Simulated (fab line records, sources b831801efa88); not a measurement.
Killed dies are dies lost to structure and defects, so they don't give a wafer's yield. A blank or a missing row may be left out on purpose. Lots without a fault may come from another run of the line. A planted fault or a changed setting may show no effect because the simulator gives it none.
Which tool did it? | flow sky130 | 14 lots, 42 wafers sampled, at 3 steps of a route of 708

WHAT THE GAUGES READ, wafer by wafer
SKY_VT_ADJUST_HVTP_TW_MEAS_11. Usual: VT_ADJUST_HVTP_TW 1351, standard deviation 20.
lot  | measured     | on            | VT_ADJUST_HVTP_TW | flag
L188 | day 5 23:28  | film_metro-01 | 1324 1315 1322    |
L189 | day 6 02:57  | film_metro-02 | 1382 1370 1379    |
L190 | day 6 11:54  | film_metro-01 | 1319 1330 1319    |
L192 | day 6 19:16  | film_metro-04 | 1364 1360 1359    |
L196 | day 8 03:37  | film_metro-02 | 1362 1358 1359    |
L197 | day 8 05:58  | film_metro-04 | 1366 1366 1359    |
L198 | day 8 13:19  | film_metro-02 | 1362 1368 1364    |
L199 | day 8 19:28  | film_metro-04 | 1367 1365 1367    |
L200 | day 8 22:19  | film_metro-02 | 1358 1364 1360    |
L203 | day 9 22:19  | film_metro-01 | 1325 1316 1326    |
L208 | day 12 12:48 | film_metro-02 | 1352 1349 1353    |
L211 | day 12 13:05 | film_metro-04 | 1367 1362 1369    |
L210 | day 12 15:58 | film_metro-01 | 1315 1326 1313    |
L209 | day 12 16:16 | film_metro-01 | 1322 1323 1322    |

SKY_VT_ADJUST_LVTN_TW_MEAS_10. Usual: VT_ADJUST_LVTN_TW 239.1, standard deviation 2.6.
lot  | measured     | on            | VT_ADJUST_LVTN_TW | flag
L188 | day 6 15:12  | film_metro-01 | 236.5 235.3 235.4 |
L189 | day 6 18:48  | film_metro-03 | 237.4 239.6 240.0 |
L190 | day 7 06:47  | film_metro-02 | 242.1 242.8 242.2 |
L192 | day 7 15:43  | film_metro-01 | 235.3 234.6 235.4 |
L196 | day 9 00:46  | film_metro-03 | 241.2 240.2 240.3 |
L197 | day 9 02:33  | film_metro-01 | 236.7 237.2 236.3 |
L198 | day 9 10:48  | film_metro-01 | 236.2 235.6 237.4 |
L199 | day 9 17:19  | film_metro-03 | 241.4 241.3 240.6 |
L200 | day 9 19:37  | film_metro-02 | 239.3 240.3 239.6 |
L203 | day 10 21:04 | film_metro-01 | 235.6 234.1 235.4 |
L208 | day 13 13:43 | film_metro-03 | 240.9 239.7 239.0 |
L211 | day 13 14:43 | film_metro-01 | 236.6 236.6 236.4 |
L210 | day 13 17:52 | film_metro-01 | 237.5 236.0 236.3 |
L209 | day 13 18:13 | film_metro-02 | 241.0 240.8 242.2 |

WHICH TOOL RAN EACH LOT (tool, then ch and the chambers of the sampled wafers, then the start)
lot  | SKY_VT_ADJUST_LVTN_STRIP_09
L188 | plasma_asher-04 ch 0,1, day 6 15:06
L189 | plasma_asher-04 ch 0,1, day 6 18:42
L190 | plasma_asher-04 ch 0,1, day 7 06:40
L192 | plasma_asher-01 ch 0,1, day 7 15:37
L196 | plasma_asher-01 ch 0,1, day 9 00:40
L197 | plasma_asher-02 ch 0,1, day 9 02:27
L198 | plasma_asher-04 ch 0,1, day 9 10:42
L199 | plasma_asher-04 ch 0,1, day 9 17:13
L200 | plasma_asher-01 ch 0,1, day 9 19:30
L203 | plasma_asher-01 ch 0,1, day 10 20:58
L208 | plasma_asher-04 ch 0,1, day 13 13:37
L211 | plasma_asher-01 ch 0,1, day 13 14:37
L210 | plasma_asher-04 ch 0,1, day 13 17:46
L209 | plasma_asher-02 ch 0,1, day 13 18:07
- SKY_VT_ADJUST_LVTN_STRIP_09: strips in O2/N2.

WHAT THE TOOLS THEMSELVES READ (means of the sampled wafers that have a number; where no wafer has one, the mark that the record gives instead)
SKY_VT_ADJUST_LVTN_STRIP_09. Usual: drypump_motor_current_A 5.7 A, standard deviation 0.41; oes_product_au 0.723 a.u., standard deviation 0.0045; strip_time_to_endpoint_s 36.99 s, standard deviation 0.12.
lot  | tool            | drypump_motor_current_A (A) | oes_product_au (a.u.) | strip_time_to_endpoint_s (s) | flag
L188 | plasma_asher-04 | 5.9                         | 0.725                 | 37.06                        |
L189 | plasma_asher-04 | 5.9                         | 0.728                 | 36.96                        |
L190 | plasma_asher-04 | 5.9                         | 0.720                 | 37.00                        |
L192 | plasma_asher-01 | 5.3                         | 0.727                 | 37.00                        |
L196 | plasma_asher-01 | 5.3                         | 0.721                 | 37.02                        |
L197 | plasma_asher-02 | 5.9                         | 0.723                 | 37.08                        |
L198 | plasma_asher-04 | 5.9                         | 0.721                 | 36.96                        |
L199 | plasma_asher-04 | 5.9                         | 0.727                 | 37.14                        |
L200 | plasma_asher-01 | 5.3                         | 0.726                 | 37.12                        |
L203 | plasma_asher-01 | 5.5                         | 0.723                 | 37.13                        |
L208 | plasma_asher-04 | 5.8                         | 0.724                 | 36.94                        |
L211 | plasma_asher-01 | 5.3                         | 0.725                 | 36.83                        |
L210 | plasma_asher-04 | 5.9                         | 0.723                 | 37.02                        |
L209 | plasma_asher-02 | 5.9                         | 0.720                 | 36.95                        |

THE ANSWER, worked out from the rows above alone
Rule: a lot is off if the mean of its wafers that have a number lies more than 3 standard deviations from the usual mean. A lot without any number at a reading at which 4 lots or more have one is off too. The other lots that the step has rows for count as sound. The gauges are gone through in route order, then the tools' own readings, and for those a lot's mean is taken as printed above. The first step at which some lot is off is used, and at that step the reading that is off furthest; a lot without a number counts as furthest.
No lot is off at any reading shown: from this, nothing can be told.

WHAT THE SIMULATOR HAD PUT IN
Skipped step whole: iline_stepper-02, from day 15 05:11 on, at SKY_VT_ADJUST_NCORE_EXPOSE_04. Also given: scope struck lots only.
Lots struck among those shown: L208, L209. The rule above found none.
